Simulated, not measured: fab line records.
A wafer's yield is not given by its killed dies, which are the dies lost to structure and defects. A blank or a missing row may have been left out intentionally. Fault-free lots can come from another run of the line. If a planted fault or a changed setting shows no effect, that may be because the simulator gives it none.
Which tool is to blame? -- flow sky130 -- 18 wafers from 6 lots sampled at 2 of the route's 708 steps

## WHAT THE GAUGES READ, wafer by wafer
SKY_VIA1_RS_MEAS_22: uses a four-point probe to measure.
lot,measured,on,VIA1_W_RS (ohm/sq)
L916,day 34 17:23,filmMetro-01,0.420 0.420 0.420
L920,day 36 04:04,filmMetro-01,0.417 0.414 0.417
L923,day 37 04:33,filmMetro-02,0.426 0.423 0.422
L928,day 38 15:41,filmMetro-03,0.418 0.418 0.419
L932,day 39 12:29,filmMetro-03,0.418 0.429 0.423
L935,day 40 10:13,filmMetro-03,0.423 0.430 0.424

## WHAT TOOL EACH LOT RAN ON (gives the tool, then ch and the chambers of the sampled wafers, and finally the start)
lot,SKY_VIA1_SPUTTER_20
L916,"pvdSputter-02, day 34 17:14"
L920,"pvdSputter-02, day 36 03:55"
L923,"pvdSputter-02, day 37 04:23"
L928,"pvdSputter-02, day 38 15:32"
L932,"pvdSputter-03, day 39 12:20"
L935,"pvdSputter-03, day 40 10:04"
- SKY_VIA1_SPUTTER_20: material TiN, target thk 20 nm, time 80 s.

## THE ANSWER, worked out from the rows above alone
Rule: what is usual is taken from the lots themselves. The widest of any qualifying gaps counts: lots, ordered by their means at a reading, are off when they make up no more than a third of the lots, leave a main group of 4 or more, and stand apart from it by 3 or more times the standard deviation of that group's means. If all means in a main group match to the digits the tables above print for the reading, that group is not used. Also off: a lot with no number at a reading for which 4 or more lots have one. Any other lot the step has rows for is counted as sound.
No lot is off at any reading shown: from this, nothing can be told.

## WHAT THE SIMULATOR HAD INSERTED
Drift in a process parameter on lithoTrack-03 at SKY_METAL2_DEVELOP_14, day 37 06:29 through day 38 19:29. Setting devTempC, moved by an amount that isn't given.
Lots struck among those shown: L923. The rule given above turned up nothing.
